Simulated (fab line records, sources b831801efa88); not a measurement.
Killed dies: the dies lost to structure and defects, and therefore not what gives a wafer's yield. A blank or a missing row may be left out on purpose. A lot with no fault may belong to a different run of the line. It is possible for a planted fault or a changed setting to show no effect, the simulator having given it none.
Which of the tools did it? / flow sky130 / Sampling: 10 lots, 27 wafers, 4 of 708 route steps

== WHAT THE GAUGES SHOWED, per wafer ==
SKY_LOCAL_INTERCONNECT_RS_MEAS_01: measures by four-point-probe. Usual: LOCAL_INTERCONNECT_TIN_RS gives 14.26 ohm/sq (standard deviation 0.2).
lot=L420; measured=day 29 08:07; on=film-metro-03; LOCAL_INTERCONNECT_TIN_RS (ohm/sq)=14.47 14.30 14.35; flag=
lot=L425; measured=day 31 08:10; on=film-metro-03; LOCAL_INTERCONNECT_TIN_RS (ohm/sq)=14.59 12.50; flag=OFF
lot=L427; measured=day 31 15:22; on=film-metro-04; LOCAL_INTERCONNECT_TIN_RS (ohm/sq)=14.34 12.51; flag=OFF
lot=L430; measured=day 32 23:33; on=film-metro-02; LOCAL_INTERCONNECT_TIN_RS (ohm/sq)=14.31 12.36; flag=OFF
lot=L434; measured=day 34 06:18; on=film-metro-03; LOCAL_INTERCONNECT_TIN_RS (ohm/sq)=14.11 13.95 14.30; flag=
lot=L435; measured=day 35 14:07; on=film-metro-02; LOCAL_INTERCONNECT_TIN_RS (ohm/sq)=14.25 14.20 14.16; flag=
lot=L439; measured=day 35 23:40; on=film-metro-02; LOCAL_INTERCONNECT_TIN_RS (ohm/sq)=13.89 14.24 13.80; flag=
lot=L437; measured=day 36 01:19; on=film-metro-03; LOCAL_INTERCONNECT_TIN_RS (ohm/sq)=14.00 14.41 14.49; flag=
lot=L440; measured=day 36 04:49; on=film-metro-03; LOCAL_INTERCONNECT_TIN_RS (ohm/sq)=14.54 14.40 14.42; flag=
lot=L442; measured=day 36 20:38; on=film-metro-03; LOCAL_INTERCONNECT_TIN_RS (ohm/sq)=14.14 14.00 14.37; flag=

SKY_LOCAL_INTERCONNECT_THK_MEAS_02: measures by xrf. Usual: LOCAL_INTERCONNECT_TIN_THK gives 99.5 nm (standard deviation 1.3).
lot=L420; measured=day 29 08:14; on=film-metro-03; LOCAL_INTERCONNECT_TIN_THK (nm)=98.3 98.9 99.0; flag=
lot=L425; measured=day 31 08:16; on=film-metro-03; LOCAL_INTERCONNECT_TIN_THK (nm)=97.6 112.8; flag=OFF
lot=L427; measured=day 31 15:29; on=film-metro-04; LOCAL_INTERCONNECT_TIN_THK (nm)=99.1 112.9; flag=OFF
lot=L430; measured=day 32 23:40; on=film-metro-02; LOCAL_INTERCONNECT_TIN_THK (nm)=98.9 113.8; flag=OFF
lot=L434; measured=day 34 06:25; on=film-metro-03; LOCAL_INTERCONNECT_TIN_THK (nm)=101.1 102.3 100.0; flag=
lot=L435; measured=day 35 14:12; on=film-metro-02; LOCAL_INTERCONNECT_TIN_THK (nm)=98.9 99.1 99.4; flag=
lot=L439; measured=day 35 23:46; on=film-metro-02; LOCAL_INTERCONNECT_TIN_THK (nm)=101.6 99.2 101.5; flag=
lot=L437; measured=day 36 01:25; on=film-metro-03; LOCAL_INTERCONNECT_TIN_THK (nm)=101.4 98.7 97.8; flag=
lot=L440; measured=day 36 04:56; on=film-metro-03; LOCAL_INTERCONNECT_TIN_THK (nm)=97.4 98.2 98.8; flag=
lot=L442; measured=day 36 20:44; on=film-metro-03; LOCAL_INTERCONNECT_TIN_THK (nm)=100.7 101.4 99.1; flag=

== WHAT TOOL EACH LOT RAN ON (gives the tool, then ch and the chambers of the sampled wafers, and finally the start) ==
lot=L420; SKY_SD_P_STRIP_10=plasma-asher-01 ch 0,1, day 25 13:52; SKY_LOCAL_INTERCONNECT_SPUTTER_00=pvd-sputter-04, day 29 08:03
lot=L425; SKY_SD_P_STRIP_10=plasma-asher-02 ch 1, day 27 15:30; SKY_LOCAL_INTERCONNECT_SPUTTER_00=pvd-sputter-04, day 31 08:04
lot=L427; SKY_SD_P_STRIP_10=plasma-asher-01 ch 1, day 28 00:49; SKY_LOCAL_INTERCONNECT_SPUTTER_00=pvd-sputter-04, day 31 15:17
lot=L430; SKY_SD_P_STRIP_10=plasma-asher-01 ch 1, day 29 09:20; SKY_LOCAL_INTERCONNECT_SPUTTER_00=pvd-sputter-04, day 32 23:28
lot=L434; SKY_SD_P_STRIP_10=plasma-asher-01 ch 0,1, day 30 17:30; SKY_LOCAL_INTERCONNECT_SPUTTER_00=pvd-sputter-01, day 34 06:14
lot=L435; SKY_SD_P_STRIP_10=plasma-asher-03 ch 0,1, day 32 04:46; SKY_LOCAL_INTERCONNECT_SPUTTER_00=pvd-sputter-03, day 35 13:59
lot=L439; SKY_SD_P_STRIP_10=plasma-asher-01 ch 0,1, day 32 12:38; SKY_LOCAL_INTERCONNECT_SPUTTER_00=pvd-sputter-01, day 35 23:33
lot=L437; SKY_SD_P_STRIP_10=plasma-asher-03 ch 0,1, day 32 15:08; SKY_LOCAL_INTERCONNECT_SPUTTER_00=pvd-sputter-01, day 36 01:13
lot=L440; SKY_SD_P_STRIP_10=plasma-asher-02 ch 0,1, day 32 19:24; SKY_LOCAL_INTERCONNECT_SPUTTER_00=pvd-sputter-04, day 36 04:45
lot=L442; SKY_SD_P_STRIP_10=plasma-asher-02 ch 0,1, day 33 12:28; SKY_LOCAL_INTERCONNECT_SPUTTER_00=pvd-sputter-03, day 36 20:32
- SKY_SD_P_STRIP_10: strips in O2/N2.
- SKY_LOCAL_INTERCONNECT_SPUTTER_00: material TiN, target thk 100 nm, time 83.3 s.

== AS READ BY THE TOOLS THEMSELVES (means over the sampled wafers that have a number; for cases with no such wafer, the mark the record gives instead) ==
SKY_SD_P_STRIP_10. Usual: drypump-motor-current-A 5.48 A, standard deviation 0.21; n2-flow-sccm 300.0 sccm, standard deviation 0.99; oes-product-au 0.617 a.u., standard deviation 0.0043; strip-time-to-endpoint-s 17.49 s, standard deviation 0.037.
lot=L420; tool=plasma-asher-01; drypump-motor-current-A (A)=5.31; n2-flow-sccm (sccm)=301.1; oes-product-au (a.u.)=0.616; strip-time-to-endpoint-s (s)=17.49; flag=
lot=L425; tool=plasma-asher-02; drypump-motor-current-A (A)=5.53; n2-flow-sccm (sccm)=300.6; oes-product-au (a.u.)=0.614; strip-time-to-endpoint-s (s)=17.44; flag=
lot=L427; tool=plasma-asher-01; drypump-motor-current-A (A)=5.21; n2-flow-sccm (sccm)=300.1; oes-product-au (a.u.)=0.621; strip-time-to-endpoint-s (s)=17.54; flag=
lot=L430; tool=plasma-asher-01; drypump-motor-current-A (A)=5.22; n2-flow-sccm (sccm)=301.5; oes-product-au (a.u.)=0.616; strip-time-to-endpoint-s (s)=17.52; flag=
lot=L434; tool=plasma-asher-01; drypump-motor-current-A (A)=5.39; n2-flow-sccm (sccm)=300.3; oes-product-au (a.u.)=0.618; strip-time-to-endpoint-s (s)=17.48; flag=
lot=L435; tool=plasma-asher-03; drypump-motor-current-A (A)=5.77; n2-flow-sccm (sccm)=299.9; oes-product-au (a.u.)=0.618; strip-time-to-endpoint-s (s)=17.47; flag=
lot=L439; tool=plasma-asher-01; drypump-motor-current-A (A)=5.31; n2-flow-sccm (sccm)=300.3; oes-product-au (a.u.)=0.621; strip-time-to-endpoint-s (s)=17.54; flag=
lot=L437; tool=plasma-asher-03; drypump-motor-current-A (A)=5.62; n2-flow-sccm (sccm)=299.6; oes-product-au (a.u.)=0.619; strip-time-to-endpoint-s (s)=17.51; flag=
lot=L440; tool=plasma-asher-02; drypump-motor-current-A (A)=5.50; n2-flow-sccm (sccm)=299.6; oes-product-au (a.u.)=0.618; strip-time-to-endpoint-s (s)=17.54; flag=
lot=L442; tool=plasma-asher-02; drypump-motor-current-A (A)=5.49; n2-flow-sccm (sccm)=299.7; oes-product-au (a.u.)=0.615; strip-time-to-endpoint-s (s)=17.47; flag=

SKY_LOCAL_INTERCONNECT_SPUTTER_00. Usual: throttle-valve-pct at 30.1 %, with a standard deviation of 0.62.
lot=L420; tool=pvd-sputter-04; throttle-valve-pct (%)=30.0; flag=
lot=L425; tool=pvd-sputter-04; throttle-valve-pct (%)=29.3; flag=
lot=L427; tool=pvd-sputter-04; throttle-valve-pct (%)=30.4; flag=
lot=L430; tool=pvd-sputter-04; throttle-valve-pct (%)=29.1; flag=
lot=L434; tool=pvd-sputter-01; throttle-valve-pct (%)=30.5; flag=
lot=L435; tool=pvd-sputter-03; throttle-valve-pct (%)=30.2; flag=
lot=L439; tool=pvd-sputter-01; throttle-valve-pct (%)=30.6; flag=
lot=L437; tool=pvd-sputter-01; throttle-valve-pct (%)=30.1; flag=
lot=L440; tool=pvd-sputter-04; throttle-valve-pct (%)=29.3; flag=
lot=L442; tool=pvd-sputter-03; throttle-valve-pct (%)=30.6; flag=

== THE ANSWER, worked out from the rows above alone ==
Rule: a lot counts as off when the mean over its wafers that have a number is more than 3 standard deviations away from the usual mean. Also off: a lot with no number at a reading for which 4 or more lots have one. The other lots that the step has rows for count as sound. First the gauges in route order, then the tools' own readings, where a lot's mean is used as printed above. The first step at which some lot is off is used, and at that step the reading that is off furthest; a lot without a number counts as furthest.
Off: L425, L427, L430, at SKY_LOCAL_INTERCONNECT_RS_MEAS_01 (LOCAL_INTERCONNECT_TIN_RS).
If a tool, at a process step before that reading, ran all the lots that are off and no sound lot after the first of them, it fits. Those tools and the gauges at SKY_LOCAL_INTERCONNECT_RS_MEAS_01 are tried in the same way. None of those tried fits.

== WHAT HAD BEEN PUT IN BY THE SIMULATOR ==
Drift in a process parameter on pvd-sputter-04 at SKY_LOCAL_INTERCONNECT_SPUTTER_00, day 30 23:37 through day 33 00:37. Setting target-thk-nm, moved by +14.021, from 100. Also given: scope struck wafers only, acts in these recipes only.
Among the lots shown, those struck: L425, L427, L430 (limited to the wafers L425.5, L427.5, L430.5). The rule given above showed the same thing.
